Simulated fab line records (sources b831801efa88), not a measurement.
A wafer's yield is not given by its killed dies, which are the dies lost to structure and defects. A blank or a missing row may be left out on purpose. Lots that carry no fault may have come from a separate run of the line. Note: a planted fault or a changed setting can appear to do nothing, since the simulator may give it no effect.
fab line records ; flow gf180mcu
record lots=14; wafers=41; last-day=33
route steps=602 shown POLY_GATE@174 SALICIDE@280 V2@383
lots that met no fault: from a run of the same line without faults
start-h: start of the lot's first displayed wafer, in hours after the record's first day ; wait-h: time in hours since the lot's previous step ; " identical to the entry in the row above ; L1.1+2: several wafers, shown together as one row ; - no value, or no start was given ; * or withheld: withheld ; < > ~ a bound
route shown NAME@n: a module of which the file shows steps, and the number in the route of the first ; usual: the fault-free wafers' mean and standard deviation ; same: alike in all rows ; chamber/n: place in a boat ; sites: per-site readings ; _std_site: how widely they spread, as a standard deviation ; _edge_site: outer sites' mean less inner sites' ; radius-mm: for every site, how far away it sits from the centre of the wafer ; mask NAME#n: copy n ; behind: the last tool/chamber to shape the wafer ; hold: what put the lot on hold/how long, in hours/how the hold closed ; device: the transistor (n, p or np) that didn't switch ; end of line: the route-end tests of the same wafers ; a step with no rows: only its recipe ; killed: not the wafer's yield, but the dies lost to structure and defects at the first sort ; map: a wafer's dies, x killed, . not, _ none there
set.NAME: the setting the step ran with; set.NAME@STEP: the setting that earlier step ran with ; model.NAME: the simulator's own value behind a step, which no gauge read
a sample of lots followed through the steps of the route, with each step as a table and each wafer as a row
services: a tool's chamber out of use, with start hour (start-h, from the record's first day; less than 0 if before it), hours out, and reason
## steps
# step GF_POLY_GATE_THK_MEAS_17
# recipe reads=SiO2_of_POLY_GATE_OXIDATION_16
# usual POLY_GATE_OXIDATION_THK=4.02/0.09
lot.wafer;tool;chamber;start-h;wait-h;POLY_GATE_OXIDATION_THK[nm]
L703.1;film-metro-01;-;199.16;0.0;4.05
L703.3;film-metro-01;-;199.16;0.0;3.97
L703.6;film-metro-01;-;199.16;0.0;4.02
L704.2;film-metro-01;-;204.63;0.0;4.08
L704.4;film-metro-01;-;204.63;0.0;4.05
L704.5;film-metro-01;-;204.63;0.0;4.02
L705.1;film-metro-04;-;213.11;0.0;3.97
L705.3;film-metro-04;-;213.11;0.0;4.07
L705.5;film-metro-04;-;213.11;0.0;4.10
L706.2;film-metro-04;-;217.77;0.0;4.06
L706.4;film-metro-04;-;217.77;0.0;4.03
L706.5;film-metro-04;-;217.77;0.0;4.10
L707.1;film-metro-01;-;227.18;0.0;4.07
L707.3;film-metro-01;-;227.18;0.0;4.11
L707.5;film-metro-01;-;227.18;0.0;4.13
L708.3;film-metro-03;-;233.01;0.0;3.98
L708.5;film-metro-03;-;233.01;0.0;4.00
L708.6;film-metro-03;-;233.01;0.0;4.03
L709.2;film-metro-04;-;239.65;0.0;4.03
L709.3;film-metro-04;-;239.65;0.0;4.07
L709.6;film-metro-04;-;239.65;0.0;4.13
L711.1;film-metro-01;-;255.34;0.0;4.20
L711.3;film-metro-01;-;255.34;0.0;4.19
L711.5;film-metro-01;-;255.34;0.0;4.28
L712.3;film-metro-03;-;265.75;0.0;3.98
L712.4;film-metro-03;-;265.75;0.0;3.88
L712.6;film-metro-03;-;265.75;0.0;4.01
L713.1;film-metro-04;-;269.35;0.0;4.02
L713.2;film-metro-04;-;269.35;0.0;3.97
L713.5;film-metro-04;-;269.35;0.0;3.87
L714.1;film-metro-01;-;276.33;0.0;4.11
L714.4;film-metro-01;-;276.33;0.0;4.12
L714.6;film-metro-01;-;276.33;0.0;4.06
L715.1;film-metro-04;-;283.67;0.0;3.93
L715.5;film-metro-04;-;283.67;0.0;3.90
L715.6;film-metro-04;-;283.67;0.0;4.02
L721.3;film-metro-04;-;325.99;0.0;4.09
L721.5;film-metro-04;-;325.99;0.0;4.10
L721.6;film-metro-04;-;325.99;0.0;4.18
L723.5;film-metro-01;-;339.81;0.0;4.01
L723.6;film-metro-01;-;339.81;0.0;3.91
# step GF_SALICIDE_SPUTTER_02
# recipe material=Co; target-thk-nm=10; power-w=1000; time-s=20; chamber-pressure-pa=0.4
# usual throttle-valve-pct=29.7/0.6
lot.wafer;tool;chamber;start-h;wait-h;throttle-valve-pct
L703.1;pvd-sputter-01;-;339.47;0.0;29.9
L703.3;pvd-sputter-01;-;339.47;0.0;29.9
L703.6;pvd-sputter-01;-;339.47;0.0;29.1
L704.2;pvd-sputter-03;-;345.57;0.0;30.2
L704.4;pvd-sputter-03;-;345.57;0.0;30.4
L704.5;pvd-sputter-03;-;345.57;0.0;29.3
L705.1;pvd-sputter-03;-;357.41;0.0;30.1
L705.3;pvd-sputter-03;-;357.41;0.0;29.5
L705.5;pvd-sputter-03;-;357.41;0.0;29.2
L706.2;pvd-sputter-02;-;361.31;0.0;30.1
L706.4;pvd-sputter-02;-;361.31;0.0;31.0
L706.5;pvd-sputter-02;-;361.31;0.0;29.8
L707.1;pvd-sputter-01;-;374.12;0.0;29.6
L707.3;pvd-sputter-01;-;374.12;0.0;30.3
L707.5;pvd-sputter-01;-;374.12;0.0;29.7
L708.3;pvd-sputter-03;-;380.81;0.0;30.1
L708.5;pvd-sputter-03;-;380.81;0.0;30.0
L708.6;pvd-sputter-03;-;380.81;0.0;29.1
L709.2;pvd-sputter-01;-;387.70;0.0;30.2
L709.3;pvd-sputter-01;-;387.70;0.0;30.3
L709.6;pvd-sputter-01;-;387.70;0.0;30.3
L711.1;pvd-sputter-01;-;410.88;0.0;29.0
L711.3;pvd-sputter-01;-;410.88;0.0;30.2
L711.5;pvd-sputter-01;-;410.88;0.0;28.8
L712.3;pvd-sputter-03;-;420.32;0.0;30.3
L712.4;pvd-sputter-03;-;420.32;0.0;29.7
L712.6;pvd-sputter-03;-;420.32;0.0;30.0
L713.1;pvd-sputter-02;-;427.22;0.0;30.7
L713.2;pvd-sputter-02;-;427.22;0.0;28.8
L713.5;pvd-sputter-02;-;427.22;0.0;28.9
L714.1;pvd-sputter-03;-;434.34;0.0;30.2
L714.4;pvd-sputter-03;-;434.34;0.0;29.6
L714.6;pvd-sputter-03;-;434.34;0.0;29.4
L715.1;pvd-sputter-03;-;443.49;0.0;30.0
L715.5;pvd-sputter-03;-;443.49;0.0;29.5
L715.6;pvd-sputter-03;-;443.49;0.0;29.2
L721.3;pvd-sputter-03;-;491.62;0.0;29.9
L721.5;pvd-sputter-03;-;491.62;0.0;29.5
L721.6;pvd-sputter-03;-;491.62;0.0;29.9
L723.5;pvd-sputter-03;-;507.32;0.0;30.1
L723.6;pvd-sputter-03;-;507.32;0.0;30.1
# step GF_SALICIDE_RS_MEAS_04
# recipe thk-meas-gauge=four-point-probe; reads=TiN_of_SALICIDE_SPUTTER_03+Co_of_SALICIDE_SPUTTER_02
# usual SALICIDE_TIN_RS=16.4/0.32
lot.wafer;tool;chamber;start-h;wait-h;SALICIDE_TIN_RS[ohm/sq]
L703.1;film-metro-04;-;339.52;0.0;16.5
L703.3;film-metro-04;-;339.52;0.0;16.6
L703.6;film-metro-04;-;339.52;0.0;16.7
L704.2;film-metro-03;-;345.65;0.0;16.5
L704.4;film-metro-03;-;345.65;0.0;16.6
L704.5;film-metro-03;-;345.65;0.0;16.2
L705.1;film-metro-03;-;357.47;0.0;16.3
L705.3;film-metro-03;-;357.47;0.0;16.1
L705.5;film-metro-03;-;357.47;0.0;16.0
L706.2;film-metro-01;-;361.39;0.0;15.9
L706.4;film-metro-01;-;361.39;0.0;15.8
L706.5;film-metro-01;-;361.39;0.0;16.0
L707.1;film-metro-04;-;374.17;0.0;16.6
L707.3;film-metro-04;-;374.17;0.0;16.4
L707.5;film-metro-04;-;374.17;0.0;16.2
L708.3;film-metro-04;-;380.91;0.1;16.6
L708.5;film-metro-04;-;380.91;0.1;16.5
L708.6;film-metro-04;-;380.91;0.1;16.3
L709.2;film-metro-03;-;387.78;0.0;16.0
L709.3;film-metro-03;-;387.78;0.0;16.1
L709.6;film-metro-03;-;387.78;0.0;15.9
L711.1;film-metro-04;-;410.93;0.0;16.2
L711.3;film-metro-04;-;410.93;0.0;16.6
L711.5;film-metro-04;-;410.93;0.0;16.5
L712.3;film-metro-04;-;420.42;0.1;16.1
L712.4;film-metro-04;-;420.42;0.1;16.6
L712.6;film-metro-04;-;420.42;0.1;16.3
L713.1;film-metro-04;-;427.27;0.0;16.6
L713.2;film-metro-04;-;427.27;0.0;15.9
L713.5;film-metro-04;-;427.27;0.0;16.2
L714.1;film-metro-01;-;434.39;0.0;16.7
L714.4;film-metro-01;-;434.39;0.0;16.8
L714.6;film-metro-01;-;434.39;0.0;16.8
L715.1;film-metro-03;-;443.54;0.0;16.7
L715.5;film-metro-03;-;443.54;0.0;16.7
L715.6;film-metro-03;-;443.54;0.0;16.8
L721.3;film-metro-04;-;491.71;0.1;16.1
L721.5;film-metro-04;-;491.71;0.1;18.2
L721.6;film-metro-04;-;491.71;0.1;16.3
L723.5;film-metro-04;-;507.44;0.1;17.5
L723.6;film-metro-04;-;507.44;0.1;16.1
# step GF_V2_THK_MEAS_01
# recipe reads=SiO2_of_V2_CVD_00
# usual V2_CVD_00_THK=603/6.4
lot.wafer;tool;chamber;start-h;wait-h;V2_CVD_00_THK[nm]
L703.1;film-metro-02;-;436.86;0.0;603
L703.3;film-metro-02;-;436.86;0.0;603
L703.6;film-metro-02;-;436.86;0.0;591
L704.2;film-metro-01;-;444.14;0.1;597
L704.4;film-metro-01;-;444.14;0.1;592
L704.5;film-metro-01;-;444.14;0.1;601
L705.1;film-metro-01;-;460.40;0.0;597
L705.3;film-metro-01;-;460.40;0.0;605
L705.5;film-metro-01;-;460.40;0.0;602
L706.2;film-metro-02;-;461.77;0.0;600
L706.4;film-metro-02;-;461.77;0.0;603
L706.5;film-metro-02;-;461.77;0.0;602
L707.1;film-metro-01;-;476.03;0.0;613
L707.3;film-metro-01;-;476.03;0.0;609
L707.5;film-metro-01;-;476.03;0.0;608
L708.3;film-metro-01;-;484.41;0.1;606
L708.5;film-metro-01;-;484.41;0.1;597
L708.6;film-metro-01;-;484.41;0.1;599
L709.2;film-metro-03;-;490.84;0.0;591
L709.3;film-metro-03;-;490.84;0.0;598
L709.6;film-metro-03;-;490.84;0.0;591
L711.1;film-metro-02;-;514.25;0.0;611
L711.3;film-metro-02;-;514.25;0.0;606
L711.5;film-metro-02;-;514.25;0.0;601
L712.3;film-metro-03;-;522.98;0.1;613
L712.4;film-metro-03;-;522.98;0.1;613
L712.6;film-metro-03;-;522.98;0.1;611
L713.1;film-metro-03;-;529.16;0.0;603
L713.2;film-metro-03;-;529.16;0.0;594
L713.5;film-metro-03;-;529.16;0.0;593
L714.1;film-metro-02;-;537.16;0.0;597
L714.4;film-metro-02;-;537.16;0.0;596
L714.6;film-metro-02;-;537.16;0.0;594
L715.1;film-metro-03;-;544.71;0.0;607
L715.5;film-metro-03;-;544.71;0.0;612
L715.6;film-metro-03;-;544.71;0.0;620
L721.3;film-metro-01;-;592.77;0.1;607
L721.5;film-metro-01;-;592.77;0.1;608
L721.6;film-metro-01;-;592.77;0.1;602
L723.5;film-metro-03;-;599.49;0.0;593
L723.6;film-metro-03;-;599.49;0.0;591
## services
tool;chamber;start-h;hours;kind
pvd-sputter-03;0;330.45;-;consumable-replace:kit
pvd-sputter-03;0;330.45;18.0;scheduled-down
pvd-sputter-03;0;330.45;18.0;vent-cycle
pvd-sputter-01;0;402.19;-;consumable-replace:kit
pvd-sputter-01;0;402.19;18.0;scheduled-down
pvd-sputter-01;0;402.19;18.0;vent-cycle
pvd-sputter-01;-;432.86;0.8;repair
pvd-sputter-02;-;434.29;0.6;repair
pvd-sputter-02;0;435.90;-;consumable-replace:kit
pvd-sputter-02;0;435.90;18.0;scheduled-down
pvd-sputter-02;0;435.90;18.0;vent-cycle
## key
first-sign step=GF_SALICIDE_RS_MEAS_04; reading=SALICIDE_TIN_RS; direction=up; sigmas=4.5; usual=16.4; struck=17.9
effect none on later readings
met-at GF_SALICIDE_SPUTTER_02
struck-lots L721,L723
struck-wafers L721.5,L723.5
tester-left-out L721,L723
not-acting-at GF_POLY_GATE_THK_MEAS_17,GF_V2_THK_MEAS_01
onset-between 443.49 491.62
fault kind=process-parameter-drift; tool=pvd-sputter-03; chamber=-; onset-h=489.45; steps=GF_SALICIDE_SPUTTER_02; channel=target-thk-nm; offset=-0.79702; shape=step; end-h=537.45; scope=struck-wafers-only; acts-in=these-recipes-only; stated=10
# tester-left-out: of these lots the tester's yield and bins aren't shown, on N5 and GAA mostly nor the transistor test; their killed dies are dies lost to structure and defects alone, not to doping, threshold or leakage, so they don't give the yield
